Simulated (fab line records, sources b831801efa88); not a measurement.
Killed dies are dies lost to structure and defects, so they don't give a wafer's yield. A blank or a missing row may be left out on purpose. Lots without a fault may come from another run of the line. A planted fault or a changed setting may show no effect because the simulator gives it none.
Which tool did it? | flow sky130 | 13 lots, 39 wafers sampled, at 4 steps of a route of 708

WHAT THE GAUGES READ, wafer by wafer
SKY_NWELL_TW_MEAS_15.
lot  | measured    | on            | NWELL_TW
L558 | day 4 14:05 | film_metro-04 | 1825 1821 1808
L559 | day 4 22:16 | film_metro-04 | 1813 1816 1817
L560 | day 5 08:44 | film_metro-03 | 1800 1809 1801
L563 | day 5 18:17 | film_metro-04 | 1825 1819 1826
L564 | day 6 00:19 | film_metro-04 | 1813 1819 1819
L565 | day 6 06:51 | film_metro-01 | 1783 1786 1794
L570 | day 7 10:35 | film_metro-04 | 1802 1809 1805
L571 | day 7 16:47 | film_metro-04 | 1790 1800 1796
L572 | day 8 00:52 | film_metro-01 | 1777 1775 1783
L573 | day 8 07:38 | film_metro-03 | 1808 1798 1802
L574 | day 8 15:23 | film_metro-01 | 1782 1773 1772
L576 | day 9 03:39 | film_metro-04 | 1806 1801 1800
L579 | day 9 14:44 | film_metro-03 | 1813 1802 1811

SKY_LDD_HVP_TW_MEAS_10.
lot  | measured     | on            | LDD_HVP_TW
L558 | day 21 10:05 | film_metro-01 | 447 448 449
L559 | day 21 11:59 | film_metro-01 | 450 449 449
L560 | day 23 10:08 | film_metro-04 | 458 455 458
L563 | day 27 02:53 | film_metro-04 | 451 454 453
L564 | day 27 04:29 | film_metro-01 | 448 448 450
L565 | day 27 04:44 | film_metro-01 | 449 451 446
L570 | day 27 08:44 | film_metro-01 | 447 451 448
L571 | day 27 13:35 | film_metro-04 | 453 453 453
L572 | day 27 12:55 | film_metro-02 | 452 455 455
L573 | day 27 13:53 | film_metro-04 | 453 452 451
L574 | day 27 14:26 | film_metro-01 | 447 448 451
L576 | day 27 21:26 | film_metro-02 | 457 457 455
L579 | day 28 11:50 | film_metro-02 | 456 452 458

WHICH TOOL RAN EACH LOT (tool, then ch and the chambers of the sampled wafers, then the start)
lot  | SKY_SONOS_ONO_DEVELOP_12          | SKY_LDD_HVP_STRIP_09
L558 | litho_track-04 ch 0, day 12 10:12 | plasma_asher-01 ch 0,1, day 21 09:59
L559 | litho_track-03 ch 0, day 12 22:26 | plasma_asher-03 ch 0,1, day 21 11:53
L560 | litho_track-04 ch 0, day 13 13:18 | plasma_asher-04 ch 0,1, day 23 10:02
L563 | litho_track-04 ch 0, day 17 21:54 | plasma_asher-01 ch 0,1, day 27 02:47
L564 | litho_track-03 ch 0, day 17 21:26 | plasma_asher-04 ch 0,1, day 27 04:23
L565 | litho_track-04 ch 0, day 17 22:51 | plasma_asher-04 ch 0,1, day 27 04:38
L570 | litho_track-04 ch 0, day 18 06:30 | plasma_asher-01 ch 0,1, day 27 08:38
L571 | litho_track-03 ch 0, day 18 06:40 | plasma_asher-01 ch 0,1, day 27 13:29
L572 | litho_track-02 ch 0, day 18 06:47 | plasma_asher-04 ch 0,1, day 27 12:50
L573 | litho_track-02 ch 0, day 18 08:11 | plasma_asher-03 ch 0,1, day 27 13:47
L574 | litho_track-02 ch 0, day 18 08:29 | plasma_asher-01 ch 0,1, day 27 14:20
L576 | litho_track-02 ch 0, day 18 20:11 | plasma_asher-01 ch 0,1, day 27 21:20
L579 | litho_track-03 ch 0, day 19 06:03 | plasma_asher-03 ch 0,1, day 28 11:44
- SKY_SONOS_ONO_DEVELOP_12: develop time 60 s.
- SKY_LDD_HVP_STRIP_09: strips in O2/N2.

WHAT THE TOOLS THEMSELVES READ (means of the sampled wafers that have a number; where no wafer has one, the mark that the record gives instead)
SKY_SONOS_ONO_DEVELOP_12.
lot  | tool           | developer_temp_C (C) | exhaust_pa (Pa)
L558 | litho_track-04 | 22.93                | 45.0
L559 | litho_track-03 | 22.91                | 44.3
L560 | litho_track-04 | 23.10                | 45.0
L563 | litho_track-04 | 23.81                | 45.8
L564 | litho_track-03 | 23.04                | 45.8
L565 | litho_track-04 | 23.90                | 43.8
L570 | litho_track-04 | 24.08                | 44.7
L571 | litho_track-03 | 22.96                | 45.4
L572 | litho_track-02 | 22.95                | 45.6
L573 | litho_track-02 | 23.13                | 44.6
L574 | litho_track-02 | 22.92                | 45.5
L576 | litho_track-02 | 23.14                | 45.5
L579 | litho_track-03 | 22.93                | 43.8

SKY_LDD_HVP_STRIP_09.
lot  | tool            | drypump_motor_current_A (A) | n2_flow_sccm (sccm) | oes_product_au (a.u.) | strip_time_to_endpoint_s (s)
L558 | plasma_asher-01 | 5.4                         | 300.5               | 0.406                 | 4.157
L559 | plasma_asher-03 | 5.2                         | 299.6               | 0.411                 | 4.122
L560 | plasma_asher-04 | 6.1                         | 300.5               | 0.411                 | 4.135
L563 | plasma_asher-01 | 5.4                         | 300.6               | 0.405                 | 4.133
L564 | plasma_asher-04 | 5.7                         | 300.3               | 0.414                 | 4.119
L565 | plasma_asher-04 | 5.7                         | 299.4               | 0.408                 | 4.135
L570 | plasma_asher-01 | 5.5                         | 299.8               | 0.410                 | 4.149
L571 | plasma_asher-01 | 5.4                         | 300.0               | 0.407                 | 4.147
L572 | plasma_asher-04 | 6.1                         | 299.3               | 0.408                 | 4.122
L573 | plasma_asher-03 | 5.5                         | 298.5               | 0.404                 | 4.119
L574 | plasma_asher-01 | 5.4                         | 299.9               | 0.403                 | 4.138
L576 | plasma_asher-01 | 5.5                         | 299.9               | 0.413                 | 4.144
L579 | plasma_asher-03 | 5.2                         | 299.7               | 0.409                 | 4.130

THE ANSWER, worked out from the rows above alone
Rule: what is usual is taken from the lots themselves. Put in order of their means at a reading, lots are off if they are a third of the lots or fewer, leave a main group of 4 or more, and stand apart from it by a gap of 3 or more times the standard deviation of the main group's means; of several such gaps the widest counts. A main group whose means are all the same, to the digits that the tables above print for the reading, isn't used. A lot without any number at a reading at which 4 lots or more have one is off too. The other lots that the step has rows for count as sound. The gauges are gone through in route order, then the tools' own readings, and for those a lot's mean is taken as printed above. The first step at which some lot is off is used, and at that step the reading that is off furthest; a lot without a number counts as furthest.
Off: L563, L565, L570, at SKY_SONOS_ONO_DEVELOP_12 (developer_temp_C). The main group: mean 23.00 C, standard deviation 0.087.
A tool fits if, at that step or a process step before it, it ran every lot that is off, and no sound lot after the first of them. One fits: litho_track-04 at SKY_SONOS_ONO_DEVELOP_12. Its last sound lot is L560 (day 13 13:18), its first lot that is off L563 (day 17 21:54): a fault that began between those two fits.
The tool's own readings at SKY_SONOS_ONO_DEVELOP_12 bear it out: on the lots that are off they differ by more than 5 times the standard deviation of the sound lots' means. developer_temp_C reads 23.93 C there against 23.00 C on the sound lots.

WHAT THE SIMULATOR HAD PUT IN
Process parameter drift: litho_track-04, from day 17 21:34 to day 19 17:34, at SKY_SONOS_ONO_DEVELOP_12. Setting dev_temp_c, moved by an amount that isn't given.
Lots struck among those shown: L563, L565, L570. The rule above found the same.
